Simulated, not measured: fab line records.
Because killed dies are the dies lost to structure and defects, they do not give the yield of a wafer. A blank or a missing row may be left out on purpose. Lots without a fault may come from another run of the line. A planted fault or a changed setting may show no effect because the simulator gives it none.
Check of tool commonality	flow sky130	11 lots, 33 wafers sampled

== WHY THIS WAS OPENED ==
At SKY_VT_ADJUST_NCORE_OVL_MEAS_08 the reading VT_ADJUST_NCORE_OVL is flagged on 2 of 11 lots. No-fault wafers: 1.5 nm, standard deviation 1.5.
Rule: a lot is flagged in two cases, either no wafer of it has a number, or all its wafers with numbers fall more than 4 standard deviations from that mean. As for the other lots, they are considered sound.

lot	measured	on	VT_ADJUST_NCORE_OVL (nm), wafer by wafer	flag
L276	day 9 09:50	overlay-01	4.5 3.3 3.7	
L275	day 9 10:59	overlay-01	-0.2 -0.1 -0.7	
L277	day 9 21:43	overlay-02	2.8 1.4 2.2	
L278	day 10 00:26	overlay-01	1.0 1.0 0.9	
L279	day 10 07:41	overlay-02	1.9 2.0 0.9	
L280	day 10 16:13	overlay-02	1.3 0.0 1.0	
L281	day 11 02:07	overlay-02	0.4 1.9 1.4	
L284	day 11 20:40	overlay-02	1.0 0.7 0.2	
L289	day 13 21:05	overlay-01	208.2 207.9 206.3	FLAGGED
L290	day 14 09:43	overlay-01	206.3 208.0 208.0	FLAGGED
L293	day 14 17:32	overlay-02	-0.2 -0.7 -0.4	
On average the flagged lots read 207.4 nm, which is +205.9 nm against the usual, or +99 or more standard deviations.

== TOOL THAT RAN EACH LOT ==
The record holds 1 process step before the reading, out of a route of 708 steps. Every cell lists first the tool, next ch and the chambers used by the sampled wafers, and last the start.
lot	flag	SKY_VT_ADJUST_NCORE_EXPOSE_04
L276		iline_stepper-01 ch 0, day 8 22:53
L275		iline_stepper-02 ch 0, day 9 00:26
L277		iline_stepper-01 ch 0, day 9 10:52
L278		iline_stepper-01 ch 0, day 9 12:44
L279		iline_stepper-01 ch 0, day 9 20:35
L280		iline_stepper-01 ch 0, day 10 05:08
L281		iline_stepper-02 ch 0, day 10 13:52
L284		iline_stepper-01 ch 0, day 11 08:30
L289	FLAGGED	iline_stepper-01 ch 0, day 13 09:11
L290	FLAGGED	iline_stepper-01 ch 0, day 13 20:26
L293		iline_stepper-02 ch 0, day 14 05:14
What is done by these steps:
- SKY_VT_ADJUST_NCORE_EXPOSE_04: exposes mask LVTN COMPLEMENT THIN, target cd 380 nm.
- SKY_VT_ADJUST_NCORE_OVL_MEAS_08

== FLAGGED OVER TOTAL, TOOL BY TOOL (the gauges that took the reading come last) ==
step	tool	lots run	flagged	share of the flagged lots	sound lots run after its first flagged lot
SKY_VT_ADJUST_NCORE_EXPOSE_04	iline_stepper-01	8	2	all	0
SKY_VT_ADJUST_NCORE_EXPOSE_04	iline_stepper-02	3	0	none	-
SKY_VT_ADJUST_NCORE_OVL_MEAS_08	overlay-01	5	2	all	0
SKY_VT_ADJUST_NCORE_OVL_MEAS_08	overlay-02	6	0	none	-

== WHAT THE TABLE PERMITS ==
2 rows of the table ran every flagged lot: iline_stepper-01 at SKY_VT_ADJUST_NCORE_EXPOSE_04, overlay-01 at SKY_VT_ADJUST_NCORE_OVL_MEAS_08.
- iline_stepper-01 at SKY_VT_ADJUST_NCORE_EXPOSE_04 ran 8 lots, 2 of them flagged. It ran its last sound lot, L284, at day 11 08:30 and its first flagged lot, L289, at day 13 09:11: a fault with its onset between the two fits.
- overlay-01 at SKY_VT_ADJUST_NCORE_OVL_MEAS_08 ran 5 lots, 2 of them flagged. It ran its last sound lot, L278, at day 10 00:26 and its first flagged lot, L289, at day 13 21:05: a fault with its onset between the two fits.
Counting lots can't tell these 2 tools apart, because each fits a fault that began at some hour. More lots, or a look at what each step does to the wafer, might.

== WHAT WAS PUT IN BY THE SIMULATOR ==
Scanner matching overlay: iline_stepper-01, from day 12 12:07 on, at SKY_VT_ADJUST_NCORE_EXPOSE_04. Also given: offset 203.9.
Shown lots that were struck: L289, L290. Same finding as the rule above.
